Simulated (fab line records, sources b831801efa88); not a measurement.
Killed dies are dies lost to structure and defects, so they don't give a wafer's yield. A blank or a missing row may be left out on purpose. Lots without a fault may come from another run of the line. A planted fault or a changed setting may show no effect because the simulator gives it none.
A struck lot beside a sound one | flow gf180mcu | 41 steps out of a route of 602
Sound: wafers L681.1, L681.2, L681.5. Struck: wafer L682.1. (L682.3, L682.6 of the same lot were not struck and are left out.) The cause comes at the end.
At each step with rows: each side's tool, then ch and its chambers, then its first start. Under that, the readings that differ: sound wafers | struck wafers | difference of the means | sigmas: that difference in standard deviations of wafers without a fault.
alike: readings whose means differ by less than 2 such deviations, and words and numbers that are the same on both sides. not compared: withheld readings, readings that some wafer has no value for, bounds like >300 that may hide the same value, and numbers for which the record gives no deviation and whose values overlap.
The two part at a step that has a row with sigmas, a row that says differs or no value, or rows on one side only. Numbers that don't overlap but have no deviation are shown without sigmas and don't part them. A reading that every wafer of one side lacks parts them only if that side has two wafers or more.

GF_V4_RS_MEAS_24: measures by four-point-probe.
  sound on film_metro-02, day 27 15:35; struck on film_metro-03, day 27 20:59
  alike: V4_W_RS
GF_V4_THK_MEAS_25: measures by xrf.
  sound on film_metro-02, day 27 15:42; struck on film_metro-03, day 27 21:06
  alike: V4_W_THK
then, 1 step without rows for these wafers: GF_V4_CMP_26 (polishes, stops on SiO2, t overpolish 15 s, target thk 0 nm).
GF_MIM_SPUTTER_00: material Ti, target thk 37.5 nm, time 150 s.
  sound on pvd_sputter-04, day 27 16:04; struck on pvd_sputter-04, day 27 21:28
  alike: chamber_pressure_pa, throttle_valve_pct
then, 1 step without rows for these wafers: GF_MIM_SPUTTER_01 (material TiN, target thk 30 nm, time 25 s).
GF_MIM_SPUTTER_02: material AlCu, target thk 450 nm, time 23.9 s.
  sound on pvd_sputter-04, day 27 16:11; struck on pvd_sputter-04, day 27 21:35
  alike: chamber_pressure_pa, throttle_valve_pct
GF_MIM_SPUTTER_03: material Ti, target thk 10 nm, time 6.7 s.
  sound on pvd_sputter-04, day 27 16:13; struck on pvd_sputter-04, day 27 21:37
  alike: chamber_pressure_pa, throttle_valve_pct
GF_MIM_SPUTTER_04: material TiN, target thk 50 nm, time 41.7 s.
  sound on pvd_sputter-04, day 27 16:14; struck on pvd_sputter-04, day 27 21:38
  alike: chamber_pressure_pa, throttle_valve_pct
then, 1 step without rows for these wafers: GF_MIM_CVD_05 (deposits Si3N4, target thk 42 nm, time 29.086 s).
GF_MIM_THK_MEAS_06:
  sound on film_metro-01, day 27 16:19; struck on film_metro-03, day 27 21:43
  reading             | sound          | struck | difference | sigmas
  MIM_CVD_05_THK (nm) | 41.7 41.7 42.4 | 40.8   | -1.1       | -2
then, 2 steps without rows for these wafers: GF_MIM_SPUTTER_07 (material TiN, target thk 60 nm, time 50 s); GF_MIM_SPUTTER_08 (material AlCu, target thk 200 nm, time 10.6 s).
GF_MIM_SPUTTER_09: material TiN, target thk 35 nm, time 29.2 s.
  sound on pvd_sputter-03, day 27 16:26; struck on pvd_sputter-03, day 27 21:50
  reading                                 | sound             | struck | difference | sigmas
  model.TiN_of_MIM_SPUTTER_09.thk_nm (nm) | 35.43 35.48 34.64 | 46.26  | +11.08     |
  alike: chamber_pressure_pa, throttle_valve_pct
GF_MIM_RS_MEAS_10: measures by four-point-probe.
  sound on film_metro-02, day 27 16:28; struck on film_metro-03, day 27 21:52
  reading              | sound                | struck | difference | sigmas
  MIM_ALCU_RS (ohm/sq) | 0.1636 0.1623 0.1629 | 0.1590 | -0.0039    | -2
GF_MIM_THK_MEAS_11: measures by xrf.
  sound on film_metro-02, day 27 16:35; struck on film_metro-03, day 27 21:59
  alike: MIM_ALCU_THK
then, 7 steps without rows for these wafers: GF_MIM_DEHYDRATE_12 (time 60 s); GF_MIM_HMDS_13 (prime time 60 s); GF_MIM_COAT_14 (resist thk 1000 nm); GF_MIM_SOFTBAKE_15 (time 60 s); GF_MIM_EXPOSE_16 (exposes mask FuseTop, target cd 2000 nm); GF_MIM_PEB_17; GF_MIM_DEVELOP_18 (develop time 60 s).
GF_MIM_METAL_ETCH_19: etches the open film in Cl2/BCl3, stops on Si3N4, target depth 324.5 nm, time 54.1 s.
  sound on rie_metal-02 ch 0,1, day 28 11:48; struck on rie_metal-04 ch 0, day 28 17:30
  reading                     | sound                | struck | difference | sigmas
  drypump_motor_current_A (A) | 5.3 5.0 5.4          | 6.0    | +0.8       | +2
  oes_product_au (a.u.)       | 0.936 0.938 0.937    | 0.969  | +0.032     | +5
  throttle_valve_pct (%)      | 28.283 28.289 28.305 | 28.264 | -0.028     | -3
  alike: chamber_pressure_mTorr, he_backside_leak_sccm
  not compared: rf_hours_counter_h
then, 10 steps without rows for these wafers: GF_MIM_STRIP_20 (strips in O2/N2); GF_MIM_STRIP_21 (strips in post etch residue remover, time 1200 s); GF_MIM_CLEAN_22 (cleans in DIW); GF_M5_DEHYDRATE_00 (time 60 s); GF_M5_HMDS_01 (prime time 60 s); GF_M5_COAT_02 (resist thk 1000 nm); GF_M5_SOFTBAKE_03 (time 60 s); GF_M5_EXPOSE_04 (exposes mask Metal5, target cd 280 nm); GF_M5_PEB_05 (peb time 90 s); GF_M5_DEVELOP_06 (develop time 60 s).
GF_M5_CD_MEAS_07: target cd 280 nm.
  sound on cd_sem-02, day 29 07:01; struck on cd_sem-01, day 29 13:31
  alike: cd_nm
GF_M5_OVL_MEAS_08:
  sound on overlay-02, day 29 07:08; struck on overlay-01, day 29 13:38
  alike: M5_OVL
GF_M5_ETCH_09: etches Si3N4 in CF4/O2, target depth 52 nm, time 11.6 s.
  sound on rie_diel-01 ch 0,1,2, day 29 07:10; struck on rie_diel-04 ch 3, day 29 13:40
  alike: chamber_pressure_mTorr, drypump_motor_current_A, oes_product_au, throttle_valve_pct
  not compared: rf_hours_counter_h
then, 2 steps without rows for these wafers: GF_M5_METAL_ETCH_10 (etches the open film in Cl2/BCl3, stops on SiO2, target depth 627.5 nm, time 104.6 s); GF_M5_STRIP_11 (strips in O2/N2).
GF_M5_STRIP_12: strips in post etch residue remover, time 1200 s.
  sound on wet_bench-02 ch 3, day 29 07:24; struck on wet_bench-01 ch 1, day 29 13:54
  reading                                 | sound             | struck | difference | sigmas
  model.TiN_of_MIM_SPUTTER_09.thk_nm (nm) | 34.57 34.63 33.79 | 45.42  | +11.09     |
  alike: bath_guard_temp_C
then, 1 step without rows for these wafers: GF_M5_CLEAN_13 (cleans in DIW).
GF_PASSIVATION_PROBE_99:
  the record has rows for the sound wafers here (prober-02, day 31 20:01) and none for the struck ones

WHERE THEY PART
First at GF_MIM_THK_MEAS_06; last, within this record, at GF_PASSIVATION_PROBE_99.

WHY: what the simulator had put in
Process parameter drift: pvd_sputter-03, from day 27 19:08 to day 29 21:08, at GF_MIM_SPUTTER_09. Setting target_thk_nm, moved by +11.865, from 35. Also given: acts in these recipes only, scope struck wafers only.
